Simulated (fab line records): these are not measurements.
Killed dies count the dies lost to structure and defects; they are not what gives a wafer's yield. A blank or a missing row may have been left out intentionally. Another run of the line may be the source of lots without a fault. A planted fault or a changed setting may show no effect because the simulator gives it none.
The tool behind it: which one?    flow gf180mcu    12 lots, 36 wafers sampled, at 5 steps of a route of 602

WHAT THE GAUGES SHOWED, per wafer
The record holds no reading of a measuring or inspecting step that can be judged against a usual standard deviation.

WHICH TOOL RAN EACH LOT (tool, then ch and the chambers of the sampled wafers, then the start)
lot   GF_HV_LDD_COAT_26                  GF_HV_LDD_STRIP_37                    GF_M1_SPUTTER_01              GF_V1_CMP_04                   GF_M2_SPUTTER_04
L673  litho_track-01 ch 0, day 10 23:04  plasma_asher-03 ch 0,1, day 11 09:14  pvd_sputter-02, day 15 23:31  cmp-01 ch 0,2,3, day 16 22:52  pvd_sputter-03, day 17 23:20
L674  litho_track-01 ch 0, day 11 11:02  plasma_asher-02 ch 0,1, day 11 21:45  pvd_sputter-04, day 16 14:38  cmp-01 ch 0,3, day 17 13:43    pvd_sputter-03, day 18 15:01
L675  litho_track-02 ch 0, day 11 16:32  plasma_asher-02 ch 0,1, day 12 02:21  pvd_sputter-02, day 16 18:11  cmp-01 ch 2,3, day 17 17:58    pvd_sputter-01, day 18 19:38
L677  litho_track-01 ch 0, day 12 11:28  plasma_asher-01 ch 0,1, day 12 22:04  pvd_sputter-04, day 17 18:00  cmp-01 ch 1,2, day 18 18:38    pvd_sputter-04, day 19 20:44
L679  litho_track-02 ch 0, day 13 03:50  plasma_asher-02 ch 0,1, day 13 14:38  pvd_sputter-03, day 18 10:22  cmp-02 ch 2,3, day 19 12:09    pvd_sputter-01, day 20 14:18
L684  litho_track-03 ch 0, day 14 15:31  plasma_asher-01 ch 1, day 15 03:16    pvd_sputter-02, day 20 05:25  cmp-01 ch 2,3, day 21 06:10    pvd_sputter-01, day 22 08:00
L686  litho_track-01 ch 0, day 15 12:23  plasma_asher-03 ch 0,1, day 15 23:55  pvd_sputter-04, day 21 05:12  cmp-02 ch 0,2,3, day 22 05:29  pvd_sputter-04, day 23 06:06
L687  litho_track-03 ch 0, day 15 19:11  plasma_asher-02 ch 0,1, day 16 06:46  pvd_sputter-03, day 21 11:42  cmp-01 ch 1,2, day 22 12:05    pvd_sputter-04, day 23 12:52
L689  litho_track-01 ch 0, day 16 02:46  plasma_asher-03 ch 0,1, day 16 14:31  pvd_sputter-03, day 21 18:01  cmp-02 ch 0,1, day 22 17:51    pvd_sputter-03, day 23 17:51
L691  litho_track-03 ch 0, day 17 07:08  plasma_asher-01 ch 0,1, day 17 19:55  pvd_sputter-04, day 23 01:54  cmp-02 ch 0,1,2, day 24 01:16  pvd_sputter-04, day 25 01:22
L695  litho_track-02 ch 0, day 18 10:46  plasma_asher-02 ch 0,1, day 19 00:10  pvd_sputter-03, day 24 03:24  cmp-01 ch 1,3, day 25 02:23    pvd_sputter-01, day 26 01:47
L696  litho_track-03 ch 0, day 19 00:20  plasma_asher-01 ch 0,1, day 19 13:04  pvd_sputter-04, day 24 16:17  cmp-02 ch 0,1,2, day 25 14:49  pvd_sputter-01, day 26 13:32
- GF_HV_LDD_COAT_26: resist thk 1000 nm.
- GF_HV_LDD_STRIP_37: strips in O2/N2.
- GF_M1_SPUTTER_01: material TiN, target thk 30 nm, time 25 s.
- GF_V1_CMP_04: polishes SiO2.
- GF_M2_SPUTTER_04: material TiN, target thk 50 nm, time 41.7 s.

WHAT THE TOOLS THEMSELVES READ (means of the sampled wafers that have a number; where no wafer has one, the mark that the record gives instead)
GF_HV_LDD_COAT_26. Usual: exhaust_pa reads 45.0 Pa (standard deviation 0.9).
lot   tool            exhaust_pa (Pa)  flag
L673  litho_track-01  44.6             
L674  litho_track-01  44.8             
L675  litho_track-02  45.5             
L677  litho_track-01  45.5             
L679  litho_track-02  43.4             
L684  litho_track-03  44.3             
L686  litho_track-01  45.4             
L687  litho_track-03  45.2             
L689  litho_track-01  45.2             
L691  litho_track-03  45.1             
L695  litho_track-02  45.8             
L696  litho_track-03  44.8             

GF_HV_LDD_STRIP_37. Usual: drypump_motor_current_A 6.1 A, standard deviation 0.42; heater_power_w 338 W, standard deviation 34; oes_product_au 0.716 a.u., standard deviation 0.0044; strip_time_to_endpoint_s 12.62 s, standard deviation 0.036.
lot   tool             drypump_motor_current_A (A)  heater_power_w (W)  oes_product_au (a.u.)  strip_time_to_endpoint_s (s)  flag
L673  plasma_asher-03  6.1                          349                 0.716                  12.69                         
L674  plasma_asher-02  6.2                          358                 0.713                  12.63                         
L675  plasma_asher-02  5.8                          332                 0.716                  12.55                         
L677  plasma_asher-01  6.2                          318                 0.716                  12.67                         
L679  plasma_asher-02  6.2                          358                 0.717                  12.64                         
L684  plasma_asher-01  6.1                          329                 0.719                  12.63                         
L686  plasma_asher-03  5.9                          356                 0.716                  12.23                         OFF
L687  plasma_asher-02  6.2                          354                 0.715                  12.60                         
L689  plasma_asher-03  5.9                          357                 0.718                  12.22                         OFF
L691  plasma_asher-01  6.3                          311                 0.717                  12.65                         
L695  plasma_asher-02  5.8                          322                 0.716                  12.62                         
L696  plasma_asher-01  6.3                          310                 0.711                  12.59                         

GF_M1_SPUTTER_01. Usual: cathode_dc_power_W 6500.0 W, standard deviation 1.1; throttle_valve_pct 30.1 %, standard deviation 1.1.
lot   tool            cathode_dc_power_W (W)  throttle_valve_pct (%)  flag
L673  pvd_sputter-02  6500.1                  30.0                    
L674  pvd_sputter-04  6500.1                  29.8                    
L675  pvd_sputter-02  6500.0                  31.2                    
L677  pvd_sputter-04  6500.1                  29.7                    
L679  pvd_sputter-03  6500.6                  30.4                    
L684  pvd_sputter-02  6498.9                  30.6                    
L686  pvd_sputter-04  6499.9                  29.5                    
L687  pvd_sputter-03  6499.0                  29.8                    
L689  pvd_sputter-03  6500.4                  29.8                    
L691  pvd_sputter-04  6500.9                  29.5                    
L695  pvd_sputter-03  6501.0                  29.9                    
L696  pvd_sputter-04  6500.3                  28.9                    

GF_V1_CMP_04. Usual: edge_zone_pressure_frac 1.000, standard deviation 0.0047; motor_current_A 11.9 A, standard deviation 1.1; time_to_endpoint_s 80 s, standard deviation 5.1.
lot   tool    edge_zone_pressure_frac  motor_current_A (A)  time_to_endpoint_s (s)  flag
L673  cmp-01  1.003                    12.1                 78                      
L674  cmp-01  0.997                    11.3                 75                      
L675  cmp-01  1.000                    12.1                 85                      
L677  cmp-01  0.999                    11.7                 75                      
L679  cmp-02  1.000                    11.5                 85                      
L684  cmp-01  0.997                    11.7                 76                      
L686  cmp-02  1.001                    12.1                 79                      
L687  cmp-01  1.001                    11.0                 76                      
L689  cmp-02  1.004                    13.3                 85                      
L691  cmp-02  1.001                    12.1                 83                      
L695  cmp-01  0.999                    10.3                 78                      
L696  cmp-02  0.997                    12.7                 82                      

GF_M2_SPUTTER_04. Usual: cathode_dc_power_W 6499.9 W, standard deviation 1.2; throttle_valve_pct 29.7 %, standard deviation 0.95.
lot   tool            cathode_dc_power_W (W)  throttle_valve_pct (%)  flag
L673  pvd_sputter-03  6500.9                  30.4                    
L674  pvd_sputter-03  6500.9                  30.5                    
L675  pvd_sputter-01  6501.0                  29.4                    
L677  pvd_sputter-04  6498.9                  29.2                    
L679  pvd_sputter-01  6500.7                  30.3                    
L684  pvd_sputter-01  6500.3                  30.0                    
L686  pvd_sputter-04  6499.5                  30.5                    
L687  pvd_sputter-04  6499.2                  28.8                    
L689  pvd_sputter-03  6499.9                  30.1                    
L691  pvd_sputter-04  6499.5                  29.1                    
L695  pvd_sputter-01  6499.3                  30.0                    
L696  pvd_sputter-01  6500.5                  29.7                    

THE ANSWER, worked out from the rows above alone
Rule: a lot is off if the mean of its wafers that have a number lies more than 3 standard deviations from the usual mean. A lot without any number at a reading at which 4 lots or more have one is off too. Where the step has rows for the other lots, those lots are counted as sound. After the gauges, taken in route order, come the tools' own readings; for these a lot's mean is taken, as printed above. At the first step where some lot is off, the reading lying furthest off is the one used; lots without a number count as furthest.
Off: L686, L689, at GF_HV_LDD_STRIP_37 (strip_time_to_endpoint_s).
If a tool, at that step or one of the process steps before it, ran each lot that is off and ran no sound lot following the first of them, it fits. This does not decide it: 2 tools fit, namely litho_track-01 at GF_HV_LDD_COAT_26 and plasma_asher-03 at GF_HV_LDD_STRIP_37.

WHAT THE SIMULATOR HAD INSERTED
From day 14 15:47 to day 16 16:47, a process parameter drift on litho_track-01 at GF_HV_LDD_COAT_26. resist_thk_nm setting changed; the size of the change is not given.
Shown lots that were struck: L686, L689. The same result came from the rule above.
